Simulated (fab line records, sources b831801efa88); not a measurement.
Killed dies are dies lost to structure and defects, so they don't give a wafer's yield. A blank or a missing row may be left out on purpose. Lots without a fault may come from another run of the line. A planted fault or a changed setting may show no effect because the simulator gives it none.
Chamber matching | flow sfq_line | SFQ_TRILAYER_I7_CMP_CMP_184 on cmp-01: 4 sister chambers
The step polishes SiO2. 4 wafers are shown with their chamber, then 8 later ones without.

WAFERS WITH THEIR CHAMBER
wafer  | chamber | motor_current_A (A)
L204.5 | 0       | 10.3
L211.1 | 1       | 9.6
L211.6 | 3       | 10.1
L212.1 | 2       | 11.5

WAFERS WITHOUT THEIR CHAMBER
wafer  | motor_current_A (A)
L212.2 | 10.2
L212.6 | 10.2
L213.1 | 9.5
L213.3 | 10.5
L213.6 | 10.5
L214.3 | 9.7
L214.5 | 9.7
L214.6 | 10.1

WHICH CHAMBER EACH WENT THROUGH
wafer  | from the rows above     | in truth
L212.2 | can't be placed: 3 or 0 | 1
L212.6 | can't be placed: 3 or 0 | 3
L213.1 | 1                       | 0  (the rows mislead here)
L213.3 | can't be placed: 0 or 3 | 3
L213.6 | can't be placed: 0 or 3 | 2
L214.3 | 1                       | 1
L214.5 | 1                       | 1
L214.6 | can't be placed: 3 or 0 | 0
Placed correctly: 2 of 8. Can't be placed from these rows: 5 (the true chamber is among the candidates in 3). Placed wrongly: 1.
How it was worked out, from the rows above alone: a wafer's distance from a chamber is the root of the sum, over the readings, of the square of ((its reading less the chamber's mean) divided by the reading's scatter). The wafer belongs to the nearest chamber; if the next one is less than 2 further off, it can't be placed. A chamber's mean is the mean of its shown wafers. The scatter: with one shown wafer a chamber, the root of the mean of the squares of how far each hidden wafer lies from its nearest shown one.
